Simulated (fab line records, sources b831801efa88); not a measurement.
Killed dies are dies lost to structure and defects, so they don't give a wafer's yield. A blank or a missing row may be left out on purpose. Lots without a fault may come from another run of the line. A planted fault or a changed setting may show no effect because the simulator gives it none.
fab line records | flow gf180mcu
record lots=15 wafers=45 last_day=34
route steps=602 shown HV_LDD@194 CONTACT@301 M1@319
lots that met no fault: from a run of the same line without faults
start_h: hours from the record's first day to the start of the lot's first wafer shown | wait_h: hours since the lot's step before | " the same as in the row above | L1.1+2: a row that stands for several wafers | - no value, or no start given | * or withheld: withheld | < > ~ a bound
route shown NAME@n: a module of which the file shows steps, and the number in the route of the first | usual: mean/standard deviation of fault-free wafers | same: alike in all rows | chamber/n: place in a boat | sites: the reading at each site | _std_site: their standard deviation | _edge_site: outer sites' mean less inner sites' | radius_mm: how far each site lies from the wafer's centre | mask NAME#n: copy n | behind: the tool/chamber that last shaped the wafer | hold: why the lot was held/for how many hours/how that ended | device: the transistor (n, p or np) that didn't switch | end of line: the same wafers' tests at the end of the route | a step without rows: its recipe alone | killed: dies lost to structure and defects at the first sort, not the wafer's yield | map: a wafer's dies, x killed, . not, _ none there
set.NAME: the setting as run; set.NAME@STEP: as run at that earlier step | model.NAME: the simulator's own value behind a step, which no gauge read
steps of the route over a sample of lots; a table a step, a row a wafer
services: from which hour (start_h, from the record's first day; less than 0 if before it) a tool's chamber was out of use, for how many hours, and why
## steps
# step GF_HV_LDD_DEVELOP_18
# recipe develop_time_s=60 dev_temp_c=23
# usual chill_plate_temp_C=23.00/0.12 develop_time_s=60/0 resist_line_temp_C=23.01/0.11
# columns lot.wafer tool chamber start_h wait_h chill_plate_temp_C develop_time_s resist_line_temp_C
L781.2 litho_track-03 0 228.42 0.1 23.08 60 22.96
L781.3 " 0 " " 23.01 60 22.92
L781.4 " 0 " " 22.94 60 22.91
L782.2 litho_track-03 0 235.37 0.1 22.95 60 23.10
L782.3 " 0 " " 22.85 60 23.08
L782.5 " 0 " " 22.95 60 22.98
L787.1 litho_track-03 - 279.04 0.1 - - -
L787.4 " - " " - - -
L787.6 " - " " - - -
L788.3 litho_track-03 - 291.34 0.1 - - -
L788.4 " - " " - - -
L788.5 " - " " - - -
L789.1 litho_track-01 - 296.88 0.1 - - -
L789.2 " - " " - - -
L789.3 " - " " - - -
L791.1 litho_track-04 0 320.56 0.1 22.87 60 23.07
L791.5 " 0 " " 23.10 60 23.17
L791.6 " 0 " " 22.99 60 23.03
L793.2 litho_track-01 0 327.76 0.1 22.86 60 23.17
L793.4 " 0 " " 23.18 60 23.10
L793.5 " 0 " " 23.11 60 23.16
L796.2 litho_track-04 0 353.58 0.1 22.73 60 22.77
L796.3 " 0 " " 22.87 60 22.93
L796.5 " 0 " " 23.12 60 22.84
L797.1 litho_track-01 0 365.13 0.1 23.13 60 22.95
L797.2 " 0 " " 23.12 60 23.05
L797.3 " 0 " " 23.01 60 22.88
L798.2 litho_track-01 0 366.70 0.1 22.88 60 23.07
L798.3 " 0 " " 22.87 60 22.91
L798.4 " 0 " " 22.69 60 23.02
L799.1 litho_track-04 0 373.70 0.1 22.93 60 23.09
L799.2 " 0 " " 23.03 60 22.86
L799.4 " 0 " " 22.94 60 22.88
L800.4 litho_track-03 0 382.96 0.1 22.86 60 23.00
L800.5 " 0 " " 23.07 60 22.95
L800.6 " 0 " " 22.96 60 22.89
L802.1 litho_track-03 0 398.14 0.1 23.11 60 22.96
L802.3 " 0 " " 23.05 60 22.84
L802.6 " 0 " " 22.88 60 22.87
L803.1 litho_track-01 0 404.73 0.1 22.92 60 23.01
L803.2 " 0 " " 23.00 60 23.19
L803.5 " 0 " " 22.78 60 23.26
L804.1 litho_track-01 0 412.98 0.1 23.00 60 22.99
L804.2 " 0 " " 23.19 60 23.09
L804.6 " 0 " " 23.06 60 23.15
# step GF_CONTACT_CD_MEAS_14
# recipe target_cd_nm=220
# usual cd_nm=219.8/1.6
# columns lot.wafer tool chamber start_h wait_h cd_nm
L781.2 cd_sem-02 - 354.35 0.1 219.0
L781.3 " - " " 220.0
L781.4 " - " " 220.6
L782.2 cd_sem-02 - 365.67 0.1 218.2
L782.3 " - " " 218.7
L782.5 " - " " 220.3
L791.1 cd_sem-02 - 460.68 0.1 218.8
L791.5 " - " " 219.9
L791.6 " - " " 220.0
L793.2 cd_sem-02 - 468.52 0.1 222.1
L793.4 " - " " 221.9
L793.5 " - " " 222.8
L796.2 cd_sem-02 - 498.40 0.1 218.2
L796.3 " - " " 219.3
L796.5 " - " " 219.5
L797.1 cd_sem-02 - 507.59 0.1 219.2
L797.2 " - " " 218.9
L797.3 " - " " 219.1
L798.2 cd_sem-02 - 511.65 0.1 220.8
L798.3 " - " " 220.1
L798.4 " - " " 221.8
L799.1 cd_sem-02 - 519.98 0.1 216.8
L799.2 " - " " 214.3
L799.4 " - " " 216.4
L800.4 cd_sem-01 - 528.24 0.1 219.6
L800.5 " - " " 220.2
L800.6 " - " " 220.7
L802.1 cd_sem-02 - 542.60 0.1 219.8
L802.3 " - " " 218.9
L802.6 " - " " 219.7
L803.1 cd_sem-02 - 551.05 0.1 220.2
L803.2 " - " " 218.3
L803.5 " - " " 218.3
L804.1 cd_sem-01 - 559.68 0.1 220.1
L804.2 " - " " 220.9
L804.6 " - " " 221.0
# step GF_CONTACT_OVL_MEAS_15
# usual CONTACT_OVL=-1/5.3
# columns lot.wafer tool chamber start_h wait_h CONTACT_OVL[nm]
L781.2 overlay-02 - 354.46 0.1 -6
L781.3 " - " " -3
L781.4 " - " " -2
L782.2 overlay-02 - 365.78 0.1 -4
L782.3 " - " " -5
L782.5 " - " " -2
L791.1 overlay-01 - 460.80 0.1 -3
L791.5 " - " " -7
L791.6 " - " " -6
L793.2 overlay-02 - 468.63 0.1 -4
L793.4 " - " " 0
L793.5 " - " " -2
L796.2 overlay-01 - 498.50 0.1 -8
L796.3 " - " " -4
L796.5 " - " " -6
L797.1 overlay-02 - 507.71 0.1 5
L797.2 " - " " -1
L797.3 " - " " 1
L798.2 overlay-02 - 511.75 0.1 -7
L798.3 " - " " -7
L798.4 " - " " -8
L799.1 overlay-01 - 520.10 0.1 3
L799.2 " - " " -11
L799.4 " - " " -6
L800.4 overlay-02 - 528.31 0.1 1
L800.5 " - " " 4
L800.6 " - " " -1
L802.1 overlay-02 - 542.72 0.1 -3
L802.3 " - " " -9
L802.6 " - " " -4
L803.1 overlay-02 - 551.17 0.1 -1
L803.2 " - " " 9
L803.5 " - " " -5
L804.1 overlay-02 - 559.80 0.1 4
L804.2 " - " " 0
L804.6 " - " " 2
# step GF_M1_SPUTTER_04
# recipe material=TiN target_thk_nm=50 power_w=6500 time_s=41.7 chamber_pressure_pa=0.4
# usual throttle_valve_pct=30.0/0.51
# same time_s=41.7
# columns lot.wafer tool chamber start_h wait_h throttle_valve_pct
L781.2 pvd_sputter-04 - 356.04 0.0 29.9
L781.3 " - " " 29.6
L781.4 " - " " 30.1
L782.2 pvd_sputter-03 - 367.22 0.0 30.5
L782.3 " - " " 31.1
L782.5 " - " " 30.4
L791.1 pvd_sputter-01 - 462.16 0.0 29.5
L791.5 " - " " 30.1
L791.6 " - " " 29.6
L793.2 pvd_sputter-04 - 469.98 0.0 29.9
L793.4 " - " " 30.3
L793.5 " - " " 30.5
L796.2 pvd_sputter-03 - 499.87 0.0 31.3
L796.3 " - " " 30.3
L796.5 " - " " 31.2
L797.1 pvd_sputter-01 - 509.17 0.0 29.9
L797.2 " - " " 29.6
L797.3 " - " " 30.2
L798.2 pvd_sputter-01 - 513.10 0.0 30.0
L798.3 " - " " 29.9
L798.4 " - " " 29.4
L799.1 pvd_sputter-03 - 521.71 0.0 31.0
L799.2 " - " " 31.0
L799.4 " - " " 30.4
L800.4 pvd_sputter-04 - 529.68 0.0 29.9
L800.5 " - " " 29.7
L800.6 " - " " 29.8
L802.1 pvd_sputter-04 - 544.09 0.0 30.8
L802.3 " - " " 29.6
L802.6 " - " " 29.5
L803.1 pvd_sputter-01 - 552.53 0.0 30.0
L803.2 " - " " 30.1
L803.5 " - " " 29.4
L804.1 pvd_sputter-04 - 561.15 0.0 29.7
L804.2 " - " " 30.1
L804.6 " - " " 29.4
## services
# columns tool chamber start_h hours kind
pvd_sputter-01 - 270.56 19.1 repair
pvd_sputter-04 - 285.12 1.7 repair
pvd_sputter-04 - 295.74 0.8 repair
pvd_sputter-01 - 317.10 3.4 repair
pvd_sputter-01 - 324.88 3.9 repair
pvd_sputter-01 - 338.09 3.8 repair
pvd_sputter-01 - 357.03 0.6 repair
pvd_sputter-04 - 426.03 3.2 repair
pvd_sputter-01 - 517.94 1.8 repair
## key
first_sign step=GF_HV_LDD_DEVELOP_18 reading=tool_record direction=missing
effect none on later readings
met_at GF_HV_LDD_DEVELOP_18
struck_lots L787,L788,L789
later_rows_left_out L787.1,L787.4,L787.6,L788.3,L788.4,L788.5,L789.1,L789.2,L789.3
sort_left_out L787.1,L787.4,L787.6,L788.3,L788.4,L788.5,L789.1,L789.2,L789.3
tester_left_out L787,L788,L789
not_acting_at GF_CONTACT_CD_MEAS_14,GF_CONTACT_OVL_MEAS_15,GF_M1_SPUTTER_04
onset_between 235.37 279.04
fault kind=skipped_step_whole tool=litho_track-01,litho_track-03 chamber=- onset_h=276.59 steps=GF_HV_LDD_DEVELOP_18 scope=struck_lots_only
# tester_left_out: of these lots the tester's yield and bins aren't shown, on N5 and GAA mostly nor the transistor test; their killed dies are dies lost to structure and defects alone, not to doping, threshold or leakage, so they don't give the yield
# sort_left_out: the simulated sort isn't trusted on such a fault, so these wafers' sort isn't shown, and their yield isn't known
# later_rows_left_out: the simulator's readings of these wafers behind a module that went badly wrong aren't trusted and aren't shown, but for the sort
